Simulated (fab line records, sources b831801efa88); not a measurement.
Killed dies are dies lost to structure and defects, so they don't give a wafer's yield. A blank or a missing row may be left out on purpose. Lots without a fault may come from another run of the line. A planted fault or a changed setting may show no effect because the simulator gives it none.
Problem report in the 8D (eight disciplines) form, filled by code | flow gf180mcu | the parts of the form that need people (team, actions taken, sign-off) are left out

1. THE PROBLEM
NSD_RS at GF_PSD_RS_MEAS_14 reads a mean of 47.08 ohm/sq on 9 wafers of 3 lots; wafers without a fault read 46.18 ohm/sq with a standard deviation of 0.091. That is +9.9 standard deviations from the usual mean.
The step: measures by four-point-probe.
First seen on wafer L891.1, day 18 15:47, on film_metro-04. The record holds 42 wafers of 14 lots with a number at this step. Rule for "out", or "out of limits": more than 4 standard deviations from the usual mean. The other wafers with a number count as sound.

2. WHAT IT IS AND WHAT IT IS NOT
question                    | is                           | is not
which readings at this step | NSD_RS                       | -
which lots                  | L891, L892, L893             | L879, L880, L881, L883, L884, L885, L886, L896, L898, L900, L901
which wafers of those lots  | all that have a number       | -
read on which gauges        | film_metro-02, film_metro-04 | film_metro-03
when                        | from day 18 15:47            | up to then (21 sound wafers); but 12 sound wafers of L896, L898, L900, L901 came after

3. SUSPECTS, AND WHAT RULES EACH OUT
Counting: a tool at a process step up to the reading stays a suspect if it ran every lot that is out and no sound lot after the first of them.
- the gauge at GF_PSD_RS_MEAS_14: ruled out. The wafers that are out were read on 2 gauges (film_metro-02, film_metro-04).
- implanter-02 at GF_NSD_IMPLANT_10: ruled out as a lasting fault. Sound lots L900 ran on it after its first lot that is out, L891 (day 17 15:07).
Left after counting: nothing in the record.

4. THE CAUSE (what the simulator had put in)
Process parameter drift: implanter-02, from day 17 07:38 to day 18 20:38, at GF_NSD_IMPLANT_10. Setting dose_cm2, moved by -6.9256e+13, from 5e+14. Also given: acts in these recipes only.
Counting ruled it out, wrongly: the rule takes a fault to strike every lot that its tool runs from its start on, and this one did not.

5. THE CHAIN OF EFFECTS, in route order
Each row: a reading whose mean over the struck wafers that have a number lies more than 3 standard deviations from the usual. Only readings for which the record gives a usual standard deviation are gone through. hours: the time from each lot's start at the first step in this table that gives one to its start at this step, as a median over the lots. sigmas: the change in usual standard deviations.
hours | step              | reading            | usual        | on struck wafers | change | sigmas
0     | GF_NSD_IMPLANT_10 | dose_ions_cm2      | 5e+14        | 4e+14            | -7e+13 | -99 or more
0     | GF_NSD_IMPLANT_10 | faraday_current_uA | 2793         | 2400             | -393   | -7.1
25    | GF_PSD_RS_MEAS_14 | NSD_RS             | 46.18 ohm/sq | 47.08            | +0.90  | +9.9
The process steps in it:
- GF_NSD_IMPLANT_10
Later measuring or inspecting steps at which every struck wafer that the step has a row for has a number for every such reading, and none has moved that far: GF_M1_OVL_MEAS_15.

6. WHAT WOULD HAVE CAUGHT IT SOONER
In this record the first reading out of limits at a measuring or inspecting step was taken at day 18 15:47, 32 hours after the fault began at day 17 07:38.
The tool's own readings at GF_NSD_IMPLANT_10 were out on every struck wafer that the step has a row for (dose_ions_cm2, faraday_current_uA): an alarm limit on them would have fired on the first of those.
